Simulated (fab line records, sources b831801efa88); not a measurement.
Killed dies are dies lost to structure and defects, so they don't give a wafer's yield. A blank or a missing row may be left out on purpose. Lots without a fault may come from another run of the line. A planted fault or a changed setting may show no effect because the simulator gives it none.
Which tool did it? | flow gf180mcu | 6 lots, 18 wafers sampled, at 2 steps of a route of 602

WHAT THE GAUGES READ, wafer by wafer
GF_V3_CD_MEAS_14: target cd 260 nm.
lot  | measured     | on        | cd_nm (nm)
L315 | day 23 05:14 | cd_sem-01 | 259.3 258.7 260.6
L317 | day 23 20:50 | cd_sem-02 | 259.2 259.1 259.5
L321 | day 25 09:05 | cd_sem-01 | 260.5 260.4 259.9
L323 | day 26 05:40 | cd_sem-01 | 260.2 259.8 259.5
L327 | day 27 12:12 | cd_sem-02 | 260.4 260.5 259.4
L330 | day 28 02:55 | cd_sem-02 | 259.5 259.6 258.2

WHICH TOOL RAN EACH LOT (tool, then ch and the chambers of the sampled wafers, then the start)
lot  | GF_HV_LDD_ETCHBACK_58
L315 | rie_diel-02 ch 0,1,3, day 13 06:52
L317 | rie_diel-04 ch 0,1, day 13 22:15
L321 | rie_diel-02 ch 0,1, day 15 05:53
L323 | rie_diel-04 ch 0,2,3, day 16 03:34
L327 | rie_diel-04 ch 1,2,3, day 17 12:21
L330 | rie_diel-04 ch 1,2,3, day 18 06:46
- GF_HV_LDD_ETCHBACK_58: etches Si3N4 in CH3F/O2, stops on SiO2, time 100 s, target depth 90 nm.

THE ANSWER, worked out from the rows above alone
Rule: what is usual is taken from the lots themselves. Put in order of their means at a reading, lots are off if they are a third of the lots or fewer, leave a main group of 4 or more, and stand apart from it by a gap of 3 or more times the standard deviation of the main group's means; of several such gaps the widest counts. A main group whose means are all the same, to the digits that the tables above print for the reading, isn't used. A lot without any number at a reading at which 4 lots or more have one is off too. The other lots that the step has rows for count as sound.
No lot is off at any reading shown: from this, nothing can be told.

WHAT THE SIMULATOR HAD PUT IN
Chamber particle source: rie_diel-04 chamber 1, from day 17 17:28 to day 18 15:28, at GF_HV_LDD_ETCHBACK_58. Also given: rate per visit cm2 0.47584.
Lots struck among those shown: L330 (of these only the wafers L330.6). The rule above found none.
